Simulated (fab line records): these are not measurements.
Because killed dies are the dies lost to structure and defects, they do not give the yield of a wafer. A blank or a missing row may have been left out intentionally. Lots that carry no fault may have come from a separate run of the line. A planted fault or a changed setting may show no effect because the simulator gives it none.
Which tool is to blame? || flow gf180mcu || 42 wafers from 14 lots sampled at 4 of the route's 602 steps

WHAT THE GAUGES READ, wafer by wafer
GF_POLY_GATE_THK_MEAS_17. Usual: POLY_GATE_OXIDATION_THK gives 4.00 nm (standard deviation 0.082).
{"lot": "L449", "measured": "day 9 13:25", "on": "film_metro-03", "POLY_GATE_OXIDATION_THK (nm)": "4.00 3.98 4.02", "flag": ""}
{"lot": "L450", "measured": "day 9 17:11", "on": "film_metro-03", "POLY_GATE_OXIDATION_THK (nm)": "3.93 3.98 4.00", "flag": ""}
{"lot": "L451", "measured": "day 10 00:16", "on": "film_metro-03", "POLY_GATE_OXIDATION_THK (nm)": "4.00 3.96 4.01", "flag": ""}
{"lot": "L452", "measured": "day 10 11:47", "on": "film_metro-01", "POLY_GATE_OXIDATION_THK (nm)": "4.09 4.10 4.00", "flag": ""}
{"lot": "L454", "measured": "day 10 23:14", "on": "film_metro-02", "POLY_GATE_OXIDATION_THK (nm)": "3.92 3.90 3.93", "flag": ""}
{"lot": "L458", "measured": "day 12 06:02", "on": "film_metro-01", "POLY_GATE_OXIDATION_THK (nm)": "4.03 3.96 3.96", "flag": ""}
{"lot": "L459", "measured": "day 12 15:01", "on": "film_metro-01", "POLY_GATE_OXIDATION_THK (nm)": "4.09 4.04 4.04", "flag": ""}
{"lot": "L461", "measured": "day 13 04:24", "on": "film_metro-01", "POLY_GATE_OXIDATION_THK (nm)": "3.99 4.04 4.13", "flag": ""}
{"lot": "L465", "measured": "day 14 22:05", "on": "film_metro-03", "POLY_GATE_OXIDATION_THK (nm)": "3.96 3.87 3.98", "flag": ""}
{"lot": "L466", "measured": "day 15 02:22", "on": "film_metro-01", "POLY_GATE_OXIDATION_THK (nm)": "4.12 4.06 4.06", "flag": ""}
{"lot": "L468", "measured": "day 15 11:27", "on": "film_metro-01", "POLY_GATE_OXIDATION_THK (nm)": "4.04 4.14 4.05", "flag": ""}
{"lot": "L469", "measured": "day 15 16:17", "on": "film_metro-02", "POLY_GATE_OXIDATION_THK (nm)": "4.13 4.10 3.99", "flag": ""}
{"lot": "L470", "measured": "day 15 23:43", "on": "film_metro-03", "POLY_GATE_OXIDATION_THK (nm)": "3.90 3.95 3.90", "flag": ""}
{"lot": "L471", "measured": "day 16 07:46", "on": "film_metro-03", "POLY_GATE_OXIDATION_THK (nm)": "4.07 3.97 4.07", "flag": ""}

GF_HV_LDD_OVL_MEAS_08. Usual: HV_LDD_OVL gives 0.2 nm (standard deviation 1.3).
{"lot": "L449", "measured": "day 10 07:25", "on": "overlay-02", "HV_LDD_OVL (nm)": "0.2 -0.8 0.4", "flag": ""}
{"lot": "L450", "measured": "day 10 11:22", "on": "overlay-02", "HV_LDD_OVL (nm)": "1.4 0.3 0.1", "flag": ""}
{"lot": "L451", "measured": "day 10 18:29", "on": "overlay-02", "HV_LDD_OVL (nm)": "0.8 1.4 -0.4", "flag": ""}
{"lot": "L452", "measured": "day 11 06:23", "on": "overlay-02", "HV_LDD_OVL (nm)": "2.8 0.8 4.6", "flag": ""}
{"lot": "L454", "measured": "day 11 17:18", "on": "overlay-01", "HV_LDD_OVL (nm)": "-0.2 -0.5 -1.2", "flag": ""}
{"lot": "L458", "measured": "day 13 00:41", "on": "overlay-02", "HV_LDD_OVL (nm)": "1.3 1.3 -1.1", "flag": ""}
{"lot": "L459", "measured": "day 13 10:13", "on": "overlay-01", "HV_LDD_OVL (nm)": "1.5 1.0 0.5", "flag": ""}
{"lot": "L461", "measured": "day 14 00:05", "on": "overlay-01", "HV_LDD_OVL (nm)": "-1.1 0.9 -1.4", "flag": ""}
{"lot": "L465", "measured": "day 15 19:53", "on": "overlay-01", "HV_LDD_OVL (nm)": "-1.0 0.3 -1.0", "flag": ""}
{"lot": "L466", "measured": "day 15 23:10", "on": "overlay-02", "HV_LDD_OVL (nm)": "1.7 0.7 0.2", "flag": ""}
{"lot": "L468", "measured": "day 16 09:20", "on": "overlay-02", "HV_LDD_OVL (nm)": "-0.2 0.0 -1.6", "flag": ""}
{"lot": "L469", "measured": "day 16 13:59", "on": "overlay-02", "HV_LDD_OVL (nm)": "1.4 1.1 1.4", "flag": ""}
{"lot": "L470", "measured": "day 16 22:00", "on": "overlay-01", "HV_LDD_OVL (nm)": "-0.4 0.8 0.0", "flag": ""}
{"lot": "L471", "measured": "day 17 06:25", "on": "overlay-02", "HV_LDD_OVL (nm)": "-1.2 -1.8 -2.6", "flag": ""}

GF_PSD_OVL_MEAS_08. Usual: PSD_OVL gives -0.4 nm (standard deviation 1.4).
{"lot": "L449", "measured": "day 14 10:04", "on": "overlay-01", "PSD_OVL (nm)": "0.5 2.3 -0.8", "flag": ""}
{"lot": "L450", "measured": "day 14 13:13", "on": "overlay-02", "PSD_OVL (nm)": "-0.3 0.6 0.5", "flag": ""}
{"lot": "L451", "measured": "day 14 22:40", "on": "overlay-01", "PSD_OVL (nm)": "0.3 -1.3 -0.3", "flag": ""}
{"lot": "L452", "measured": "day 15 09:47", "on": "overlay-02", "PSD_OVL (nm)": "-1.4 1.0 -0.8", "flag": ""}
{"lot": "L454", "measured": "day 16 00:08", "on": "overlay-01", "PSD_OVL (nm)": "0.5 -1.4 -0.9", "flag": ""}
{"lot": "L458", "measured": "day 17 13:34", "on": "overlay-02", "PSD_OVL (nm)": "-0.6 0.3 0.2", "flag": ""}
{"lot": "L459", "measured": "day 18 04:13", "on": "overlay-02", "PSD_OVL (nm)": "1.3 0.0 2.0", "flag": ""}
{"lot": "L461", "measured": "day 18 21:17", "on": "overlay-01", "PSD_OVL (nm)": "1.1 1.6 0.0", "flag": ""}
{"lot": "L465", "measured": "day 21 01:13", "on": "overlay-02", "PSD_OVL (nm)": "-1.7 -1.5 -2.8", "flag": ""}
{"lot": "L466", "measured": "day 21 04:07", "on": "overlay-01", "PSD_OVL (nm)": "0.5 1.4 -0.6", "flag": ""}
{"lot": "L468", "measured": "day 21 12:26", "on": "overlay-02", "PSD_OVL (nm)": "0.7 -1.1 0.3", "flag": ""}
{"lot": "L469", "measured": "day 21 17:35", "on": "overlay-02", "PSD_OVL (nm)": "-1.3 -1.7 0.8", "flag": ""}
{"lot": "L470", "measured": "day 22 01:50", "on": "overlay-01", "PSD_OVL (nm)": "0.2 -0.3 -0.6", "flag": ""}
{"lot": "L471", "measured": "day 22 12:01", "on": "overlay-02", "PSD_OVL (nm)": "0.7 0.2 0.3", "flag": ""}

TOOL THAT RAN EACH LOT (tool first, then ch and the chambers of the sampled wafers, then the start)
{"lot": "L449", "GF_HV_LDD_IMPLANT_33": "implanter-02 ch 0, day 11 21:05"}
{"lot": "L450", "GF_HV_LDD_IMPLANT_33": "implanter-03 ch 0, day 12 00:05"}
{"lot": "L451", "GF_HV_LDD_IMPLANT_33": "implanter-01 ch 0, day 12 08:47"}
{"lot": "L452", "GF_HV_LDD_IMPLANT_33": "implanter-02 ch 0, day 12 19:37"}
{"lot": "L454", "GF_HV_LDD_IMPLANT_33": "implanter-03 ch 0, day 13 07:19"}
{"lot": "L458", "GF_HV_LDD_IMPLANT_33": "implanter-01 ch 0, day 14 16:25"}
{"lot": "L459", "GF_HV_LDD_IMPLANT_33": "implanter-03 ch 0, day 15 02:45"}
{"lot": "L461", "GF_HV_LDD_IMPLANT_33": "implanter-03 ch 0, day 15 18:51"}
{"lot": "L465", "GF_HV_LDD_IMPLANT_33": "implanter-01 ch 0, day 17 18:51"}
{"lot": "L466", "GF_HV_LDD_IMPLANT_33": "implanter-02 ch 0, day 17 21:09"}
{"lot": "L468", "GF_HV_LDD_IMPLANT_33": "implanter-02 ch 0, day 18 07:37"}
{"lot": "L469", "GF_HV_LDD_IMPLANT_33": "implanter-01 ch 0, day 18 13:36"}
{"lot": "L470", "GF_HV_LDD_IMPLANT_33": "implanter-02 ch 0, day 18 21:09"}
{"lot": "L471", "GF_HV_LDD_IMPLANT_33": "implanter-02 ch 0, day 19 08:45"}
- GF_HV_LDD_IMPLANT_33

AS READ BY THE TOOLS THEMSELVES (means over the sampled wafers that have a number; for cases with no such wafer, the mark the record gives instead)
GF_HV_LDD_IMPLANT_33. Usual: dose_ions_cm2 7.5e+12, standard deviation 8.1e+09; faraday_current_uA 42.3, standard deviation 0.81.
{"lot": "L449", "tool": "implanter-02", "dose_ions_cm2": 7.5e+12, "faraday_current_uA": 41.8, "flag": ""}
{"lot": "L450", "tool": "implanter-03", "dose_ions_cm2": 7.5e+12, "faraday_current_uA": 42.6, "flag": ""}
{"lot": "L451", "tool": "implanter-01", "dose_ions_cm2": 7.5e+12, "faraday_current_uA": 43.3, "flag": ""}
{"lot": "L452", "tool": "implanter-02", "dose_ions_cm2": 7.5e+12, "faraday_current_uA": 41.8, "flag": ""}
{"lot": "L454", "tool": "implanter-03", "dose_ions_cm2": 7.5e+12, "faraday_current_uA": 42.5, "flag": ""}
{"lot": "L458", "tool": "implanter-01", "dose_ions_cm2": 7.5e+12, "faraday_current_uA": 42.3, "flag": ""}
{"lot": "L459", "tool": "implanter-03", "dose_ions_cm2": 8.3e+12, "faraday_current_uA": 46.9, "flag": "OFF"}
{"lot": "L461", "tool": "implanter-03", "dose_ions_cm2": 8.3e+12, "faraday_current_uA": 46.4, "flag": "OFF"}
{"lot": "L465", "tool": "implanter-01", "dose_ions_cm2": 7.5e+12, "faraday_current_uA": 42.4, "flag": ""}
{"lot": "L466", "tool": "implanter-02", "dose_ions_cm2": 7.5e+12, "faraday_current_uA": 41.5, "flag": ""}
{"lot": "L468", "tool": "implanter-02", "dose_ions_cm2": 7.5e+12, "faraday_current_uA": 42.4, "flag": ""}
{"lot": "L469", "tool": "implanter-01", "dose_ions_cm2": 7.5e+12, "faraday_current_uA": 41.8, "flag": ""}
{"lot": "L470", "tool": "implanter-02", "dose_ions_cm2": 7.5e+12, "faraday_current_uA": 42.2, "flag": ""}
{"lot": "L471", "tool": "implanter-02", "dose_ions_cm2": 7.5e+12, "faraday_current_uA": 41.7, "flag": ""}

THE ANSWER, worked out from the rows above alone
Rule: a lot counts as off when the mean over its wafers that have a number is more than 3 standard deviations away from the usual mean. A lot without any number at a reading at which 4 lots or more have one is off too. All remaining lots with rows at the step are treated as sound. After the gauges, taken in route order, come the tools' own readings; for these a lot's mean is taken, as printed above. The first step at which some lot is off is used, and at that step the reading that is off furthest; a lot without a number counts as furthest.
Off: L459, L461, at GF_HV_LDD_IMPLANT_33 (dose_ions_cm2).
If a tool, at that step or one of the process steps before it, ran each lot that is off and ran no sound lot following the first of them, it fits. One candidate fits, namely implanter-03 at GF_HV_LDD_IMPLANT_33. A fault onset in the window from L454 (day 13 07:19, its last sound lot) to L459 (day 15 02:45, its first lot off) fits.
The tool's own readings at GF_HV_LDD_IMPLANT_33 bear it out: on the lots that are off they differ by more than 5 times the standard deviation of the sound lots' means. dose_ions_cm2 reads 8.3e+12 there against 7.5e+12 on the sound lots; faraday_current_uA reads 46.6 there against 42.2 on the sound lots.

WHAT THE SIMULATOR PUT IN
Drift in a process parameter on implanter-03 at GF_HV_LDD_IMPLANT_33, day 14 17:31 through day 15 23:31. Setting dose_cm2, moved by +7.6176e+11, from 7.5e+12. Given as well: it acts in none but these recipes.
Struck lots among those shown: L459, L461. The rule above found the same.
